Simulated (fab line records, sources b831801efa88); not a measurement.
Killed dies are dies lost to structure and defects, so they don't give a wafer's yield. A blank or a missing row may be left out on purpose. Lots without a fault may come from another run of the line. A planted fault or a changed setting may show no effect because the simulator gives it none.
Which tool did it? | flow gf180mcu | 24 lots, 72 wafers sampled, at 4 steps of a route of 602

WHAT THE GAUGES READ, wafer by wafer
GF_M2_CD_MEAS_14: target cd 280 nm. Usual: cd_nm 280.1 nm, standard deviation 1.4.
lot  | measured     | on        | cd_nm (nm)        | flag
L074 | day 19 07:25 | cd_sem-02 | 278.8 278.6 279.6 |
L075 | day 19 19:33 | cd_sem-02 | 279.3 279.0 281.2 |
L076 | day 20 00:46 | cd_sem-01 | 281.3 281.1 280.8 |
L077 | day 20 11:28 | cd_sem-02 | 280.5 280.3 280.6 |
L078 | day 20 22:07 | cd_sem-01 | 281.4 280.7 280.4 |
L079 | day 21 03:56 | cd_sem-01 | 279.6 279.0 279.7 |
L080 | day 21 18:09 | cd_sem-01 | 282.0 282.0 281.3 |
L081 | day 22 04:29 | cd_sem-02 | 279.6 278.2 278.9 |
L082 | day 22 10:13 | cd_sem-02 | 279.2 280.2 280.2 |
L083 | day 22 14:20 | cd_sem-02 | 278.6 277.6 278.2 |
L084 | day 23 04:56 | cd_sem-01 | 281.6 280.6 281.6 |
L085 | day 23 10:34 | cd_sem-01 | 281.3 280.6 279.3 |
L086 | day 24 01:51 | cd_sem-01 | 280.8 280.7 280.4 |
L087 | day 24 02:44 | cd_sem-01 | 277.3 276.5 276.6 |
L088 | day 24 08:46 | cd_sem-01 | 280.1 280.0 280.9 |
L089 | day 24 21:12 | cd_sem-01 | 279.8 278.5 279.2 |
L090 | day 25 05:46 | cd_sem-02 | 282.4 283.0 283.3 |
L091 | day 25 07:20 | cd_sem-02 | 278.9 280.4 280.1 |
L092 | day 25 14:05 | cd_sem-01 | 280.2 280.5 279.4 |
L093 | day 26 04:48 | cd_sem-01 | 281.4 281.2 281.3 |
L094 | day 26 09:23 | cd_sem-01 | 282.0 282.3 280.6 |
L095 | day 26 14:10 | cd_sem-02 | 280.9 283.0 281.4 |
L096 | day 26 16:02 | cd_sem-01 | 279.5 278.3 279.9 |
L097 | day 27 03:25 | cd_sem-02 | 279.3 278.1 277.5 |

WHICH TOOL RAN EACH LOT (tool, then ch and the chambers of the sampled wafers, then the start)
lot  | GF_M1_SPUTTER_02             | GF_M2_SPUTTER_01             | GF_M2_SPUTTER_03
L074 | pvd_sputter-01, day 16 06:01 | pvd_sputter-04, day 18 07:07 | pvd_sputter-04, day 18 07:10
L075 | pvd_sputter-02, day 16 17:32 | pvd_sputter-02, day 18 19:22 | pvd_sputter-02, day 18 19:25
L076 | pvd_sputter-01, day 16 21:31 | pvd_sputter-02, day 19 00:58 | pvd_sputter-02, day 19 01:01
L077 | pvd_sputter-01, day 17 08:15 | pvd_sputter-02, day 19 11:07 | pvd_sputter-02, day 19 11:11
L078 | pvd_sputter-03, day 17 19:13 | pvd_sputter-01, day 19 22:03 | pvd_sputter-01, day 19 22:07
L079 | pvd_sputter-02, day 17 23:37 | pvd_sputter-04, day 20 03:23 | pvd_sputter-04, day 20 03:26
L080 | pvd_sputter-02, day 18 14:43 | pvd_sputter-01, day 20 18:16 | pvd_sputter-01, day 20 18:20
L081 | pvd_sputter-03, day 19 01:17 | pvd_sputter-04, day 21 04:58 | pvd_sputter-04, day 21 05:01
L082 | pvd_sputter-01, day 19 07:07 | pvd_sputter-01, day 21 10:44 | pvd_sputter-01, day 21 10:47
L083 | pvd_sputter-01, day 19 11:28 | pvd_sputter-02, day 21 14:46 | pvd_sputter-02, day 21 14:50
L084 | pvd_sputter-03, day 20 02:39 | pvd_sputter-02, day 22 06:01 | pvd_sputter-02, day 22 06:05
L085 | pvd_sputter-01, day 20 08:21 | pvd_sputter-02, day 22 11:28 | pvd_sputter-02, day 22 11:31
L086 | pvd_sputter-02, day 21 01:33 | pvd_sputter-02, day 23 03:31 | pvd_sputter-02, day 23 03:34
L087 | pvd_sputter-03, day 21 01:54 | pvd_sputter-01, day 23 03:52 | pvd_sputter-01, day 23 03:55
L088 | pvd_sputter-02, day 21 09:01 | pvd_sputter-01, day 23 10:17 | pvd_sputter-01, day 23 10:21
L089 | pvd_sputter-02, day 21 21:44 | pvd_sputter-02, day 23 23:26 | pvd_sputter-02, day 23 23:29
L090 | pvd_sputter-02, day 22 07:23 | pvd_sputter-04, day 24 07:25 | pvd_sputter-04, day 24 07:28
L091 | pvd_sputter-01, day 22 09:24 | pvd_sputter-01, day 24 09:56 | pvd_sputter-01, day 24 09:59
L092 | pvd_sputter-02, day 22 17:17 | pvd_sputter-04, day 24 16:54 | pvd_sputter-04, day 24 16:58
L093 | pvd_sputter-02, day 23 07:44 | pvd_sputter-02, day 25 07:35 | pvd_sputter-02, day 25 07:38
L094 | pvd_sputter-02, day 23 13:31 | pvd_sputter-01, day 25 12:25 | pvd_sputter-01, day 25 12:28
L095 | pvd_sputter-02, day 23 18:10 | pvd_sputter-01, day 25 16:25 | pvd_sputter-01, day 25 16:28
L096 | pvd_sputter-01, day 23 21:25 | pvd_sputter-01, day 25 19:56 | pvd_sputter-01, day 25 20:00
L097 | pvd_sputter-02, day 24 07:42 | pvd_sputter-02, day 26 07:00 | pvd_sputter-02, day 26 07:04
- GF_M1_SPUTTER_02: material AlCu, target thk 450 nm, time 23.9 s.
- GF_M2_SPUTTER_01: material TiN, target thk 30 nm, time 25 s.
- GF_M2_SPUTTER_03: material Ti, target thk 10 nm, time 6.7 s.

WHAT THE TOOLS THEMSELVES READ (means of the sampled wafers that have a number; where no wafer has one, the mark that the record gives instead)
GF_M1_SPUTTER_02. Usual: cathode_dc_power_W 10600 W, standard deviation 2; chamber_pressure_pa 0.4000 Pa, standard deviation 0.00085; throttle_valve_pct 29.9 %, standard deviation 1.4.
lot  | tool           | cathode_dc_power_W (W) | chamber_pressure_pa (Pa) | throttle_valve_pct (%) | flag
L074 | pvd_sputter-01 | 10599                  | 0.3998                   | 30.0                   |
L075 | pvd_sputter-02 | 10601                  | 0.3998                   | 30.8                   |
L076 | pvd_sputter-01 | 10600                  | 0.4001                   | 30.0                   |
L077 | pvd_sputter-01 | 10598                  | 0.3994                   | 29.7                   |
L078 | pvd_sputter-03 | 10598                  | 0.3998                   | 29.6                   |
L079 | pvd_sputter-02 | 10601                  | 0.3993                   | 30.4                   |
L080 | pvd_sputter-02 | 10602                  | 0.4003                   | 30.9                   |
L081 | pvd_sputter-03 | 10598                  | 0.3999                   | 29.4                   |
L082 | pvd_sputter-01 | 10601                  | 0.3996                   | 30.8                   |
L083 | pvd_sputter-01 | 10600                  | 0.4004                   | 30.1                   |
L084 | pvd_sputter-03 | 10602                  | 0.4008                   | 28.9                   |
L085 | pvd_sputter-01 | 10600                  | 0.3996                   | 29.6                   |
L086 | pvd_sputter-02 | 10601                  | 0.4002                   | 30.9                   |
L087 | pvd_sputter-03 | 10601                  | 0.4013                   | 29.3                   |
L088 | pvd_sputter-02 | 10602                  | 0.3991                   | 30.5                   |
L089 | pvd_sputter-02 | 10601                  | 0.3997                   | 28.4                   |
L090 | pvd_sputter-02 | 10599                  | 0.4003                   | 29.4                   |
L091 | pvd_sputter-01 | 10599                  | 0.4002                   | 30.1                   |
L092 | pvd_sputter-02 | 10600                  | 0.4007                   | 30.9                   |
L093 | pvd_sputter-02 | 10600                  | 0.4003                   | 29.7                   |
L094 | pvd_sputter-02 | 10602                  | 0.3996                   | 31.0                   |
L095 | pvd_sputter-02 | 10600                  | 0.4003                   | 29.7                   |
L096 | pvd_sputter-01 | 10602                  | 0.3994                   | 30.0                   |
L097 | pvd_sputter-02 | 10599                  | 0.3994                   | 29.7                   |

GF_M2_SPUTTER_01. Usual: cathode_dc_power_W 6500.1 W, standard deviation 1.1; chamber_pressure_pa 0.4000 Pa, standard deviation 0.00076; throttle_valve_pct 30.1 %, standard deviation 1.3.
lot  | tool           | cathode_dc_power_W (W) | chamber_pressure_pa (Pa) | throttle_valve_pct (%) | flag
L074 | pvd_sputter-04 | 6499.3                 | 0.4003                   | 30.6                   |
L075 | pvd_sputter-02 | 6500.9                 | 0.4001                   | 30.4                   |
L076 | pvd_sputter-02 | 6500.0                 | 0.4004                   | 29.4                   |
L077 | pvd_sputter-02 | 6500.5                 | 0.3997                   | 30.9                   |
L078 | pvd_sputter-01 | 6499.8                 | 0.3991                   | 30.0                   |
L079 | pvd_sputter-04 | 6501.0                 | 0.4003                   | 30.5                   |
L080 | pvd_sputter-01 | 6500.0                 | 0.4003                   | 30.0                   |
L081 | pvd_sputter-04 | 6500.1                 | 0.3998                   | 30.1                   |
L082 | pvd_sputter-01 | 6499.6                 | 0.4000                   | 29.8                   |
L083 | pvd_sputter-02 | 6500.2                 | 0.4001                   | 29.9                   |
L084 | pvd_sputter-02 | 6500.1                 | 0.3998                   | 29.6                   |
L085 | pvd_sputter-02 | 6498.8                 | 0.3996                   | 30.9                   |
L086 | pvd_sputter-02 | 6499.5                 | 0.3991                   | 31.0                   |
L087 | pvd_sputter-01 | 6499.6                 | 0.4004                   | 29.1                   |
L088 | pvd_sputter-01 | 6499.7                 | 0.4002                   | 29.6                   |
L089 | pvd_sputter-02 | 6499.9                 | 0.4003                   | 30.8                   |
L090 | pvd_sputter-04 | 6500.5                 | 0.3991                   | 30.8                   |
L091 | pvd_sputter-01 | 6500.1                 | 0.3997                   | 29.5                   |
L092 | pvd_sputter-04 | 6498.7                 | 0.4002                   | 30.1                   |
L093 | pvd_sputter-02 | 6499.8                 | 0.4005                   | 30.0                   |
L094 | pvd_sputter-01 | 6500.6                 | 0.3999                   | 29.6                   |
L095 | pvd_sputter-01 | 6499.9                 | 0.4000                   | 28.7                   |
L096 | pvd_sputter-01 | 6499.3                 | 0.3995                   | 30.1                   |
L097 | pvd_sputter-02 | 6499.8                 | 0.3997                   | 30.6                   |

GF_M2_SPUTTER_03. Usual: cathode_dc_power_W 3000.0 W, standard deviation 0.59; chamber_pressure_pa 0.3000 Pa, standard deviation 0.00059; throttle_valve_pct 30.1 %, standard deviation 1.3.
lot  | tool           | cathode_dc_power_W (W) | chamber_pressure_pa (Pa) | throttle_valve_pct (%) | flag
L074 | pvd_sputter-04 | 2999.9                 | 0.3000                   | 30.6                   |
L075 | pvd_sputter-02 | 3000.1                 | 0.2997                   | 30.4                   |
L076 | pvd_sputter-02 | 3000.9                 | 0.2995                   | 29.3                   |
L077 | pvd_sputter-02 | 3000.2                 | 0.2998                   | 30.7                   |
L078 | pvd_sputter-01 | 2999.5                 | 0.2998                   | 30.0                   |
L079 | pvd_sputter-04 | 2999.5                 | 0.3001                   | 30.7                   |
L080 | pvd_sputter-01 | 3000.4                 | 0.3004                   | 29.8                   |
L081 | pvd_sputter-04 | 3000.1                 | 0.3003                   | 30.2                   |
L082 | pvd_sputter-01 | 3000.4                 | 0.2997                   | 30.0                   |
L083 | pvd_sputter-02 | 2999.7                 | 0.3000                   | 29.8                   |
L084 | pvd_sputter-02 | 2999.6                 | 0.2998                   | 29.8                   |
L085 | pvd_sputter-02 | 2999.6                 | 0.2999                   | 30.9                   |
L086 | pvd_sputter-02 | 3000.0                 | 0.3005                   | 31.1                   |
L087 | pvd_sputter-01 | 3000.1                 | 0.2998                   | 29.3                   |
L088 | pvd_sputter-01 | 2999.7                 | 0.2998                   | 29.5                   |
L089 | pvd_sputter-02 | 3000.3                 | 0.3003                   | 30.7                   |
L090 | pvd_sputter-04 | 3000.0                 | 0.3002                   | 30.8                   |
L091 | pvd_sputter-01 | 2999.7                 | 0.2995                   | 29.5                   |
L092 | pvd_sputter-04 | 2999.8                 | 0.3003                   | 30.2                   |
L093 | pvd_sputter-02 | 3000.2                 | 0.2996                   | 30.2                   |
L094 | pvd_sputter-01 | 2999.6                 | 0.2997                   | 29.5                   |
L095 | pvd_sputter-01 | 2999.7                 | 0.2999                   | 28.5                   |
L096 | pvd_sputter-01 | 2999.8                 | 0.3003                   | 30.1                   |
L097 | pvd_sputter-02 | 2999.9                 | 0.3006                   | 30.7                   |

THE ANSWER, worked out from the rows above alone
Rule: a lot is off if the mean of its wafers that have a number lies more than 3 standard deviations from the usual mean. A lot without any number at a reading at which 4 lots or more have one is off too. The other lots that the step has rows for count as sound. The gauges are gone through in route order, then the tools' own readings, and for those a lot's mean is taken as printed above. The first step at which some lot is off is used, and at that step the reading that is off furthest; a lot without a number counts as furthest.
No lot is off at any reading shown: from this, nothing can be told.

WHAT THE SIMULATOR HAD PUT IN
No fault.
